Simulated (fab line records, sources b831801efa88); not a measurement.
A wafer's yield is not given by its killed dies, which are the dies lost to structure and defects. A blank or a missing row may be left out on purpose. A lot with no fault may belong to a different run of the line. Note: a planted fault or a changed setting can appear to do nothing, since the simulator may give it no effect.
Code-filled problem report in 8D (eight disciplines) form	flow gf180mcu	the parts of the form that need people (team, actions taken, sign-off) are left out

1. WHAT WENT WRONG
PASSIVATION_CVD_02_THK at GF_PASSIVATION_THK_MEAS_03 reads a mean of 777 nm on 1 wafer of 1 lot; wafers without a fault read 704 nm with a standard deviation of 9.9. That is +7.4 standard deviations from the usual mean.
Seen first at day 31 01:20 on film-metro-04, wafer L892.6. The record holds 35 wafers of 12 lots with a number at this step. The rule behind "out" and "out of limits": a value lying over 4 standard deviations away from the usual mean. The other wafers with a number count as sound.

2. WHAT IT IS AND WHAT IT IS NOT
question	is	is not
which readings at this step	PASSIVATION_CVD_02_THK	-
which lots	L892	L884, L887, L888, L890, L891, L896, L897, L900, L901, L903, L904
which wafers of those lots	L892.6	L892.3
read on which gauges	film-metro-04	film-metro-01, film-metro-02
when	from day 31 01:20	up to then (16 sound wafers); but 18 sound wafers of L896, L897, L900, L901, L903, L904 came after

3. SUSPECTS, AND WHAT RULES EACH OUT
Counting: if a tool at a process step up to the reading ran every lot that is out, it stays a suspect. Sound lots after the first of them don't rule it out here, since some wafers of a struck lot are sound.
- the gauge at GF_PASSIVATION_THK_MEAS_03: kept. All the wafers that are out were read on film-metro-04, and no step on other tools shows them out.
- pvd-sputter-02 at GF_TOP_METAL_SPUTTER_01 (material TiN, target thk 30 nm, time 25 s): kept. The lot that is out, L892, ran on it at day 30 05:29; the last sound lot it ran before that was L891, at day 29 23:14.
- pvd-sputter-02 at GF_TOP_METAL_SPUTTER_03 (material Ti, target thk 5 nm, time 3.3 s): kept. The lot that is out, L892, ran on it at day 30 05:34; the last sound lot it ran before that was L891, at day 29 23:19.
- pecvd-03 at GF_PASSIVATION_CVD_02 (deposits Si3N4, target thk 700 nm, time 486.18 s): kept. The lot that is out, L892, ran on it at day 31 01:02; the last sound lot it ran before that was L891, at day 30 18:07.
- Within pecvd-03 at GF_PASSIVATION_CVD_02, the wafers that are out were processed in chamber 2 and their sound lot-mates in chamber 0.
Left after counting: pvd-sputter-02 at GF_TOP_METAL_SPUTTER_01, pvd-sputter-02 at GF_TOP_METAL_SPUTTER_03, pecvd-03 at GF_PASSIVATION_CVD_02, film-metro-04 at GF_PASSIVATION_THK_MEAS_03.

4. THE CAUSE (what the simulator had put in)
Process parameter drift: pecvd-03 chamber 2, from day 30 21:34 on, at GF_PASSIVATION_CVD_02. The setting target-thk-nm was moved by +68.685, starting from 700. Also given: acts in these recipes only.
Counting left 4 suspects, and this tool is among them.

5. THE EFFECT CHAIN, in route order
Rows list readings where the struck wafers' mean (over those with a number) sits beyond 3 standard deviations from the usual. Readings are gone through only where the record gives a usual standard deviation; hours: the median, over the lots, of the time from a lot's start at the first step in this table giving one to that lot's start at this step; sigmas: the change measured in usual standard deviations.
hours	step	reading	usual	on struck wafers	change	sigmas
0	GF_PASSIVATION_THK_MEAS_03	PASSIVATION_CVD_02_THK	704 nm	777	+73	+7.4

6. WHAT WOULD HAVE CAUGHT IT SOONER
The first out-of-limits reading at a measuring or inspecting step in this record came at day 31 01:20, 4 hours after the fault's start at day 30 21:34.
An alarm limit of 4 standard deviations would not have fired on the tool readings at GF_PASSIVATION_CVD_02 for which the record gives a usual standard deviation, since none of them was out on any struck wafer.
The start of GF_PASSIVATION_CVD_02 on pecvd-03 came by day 31 01:20 for every one of the lots that are out (1). Holding the tool at that point would not have protected any of them.
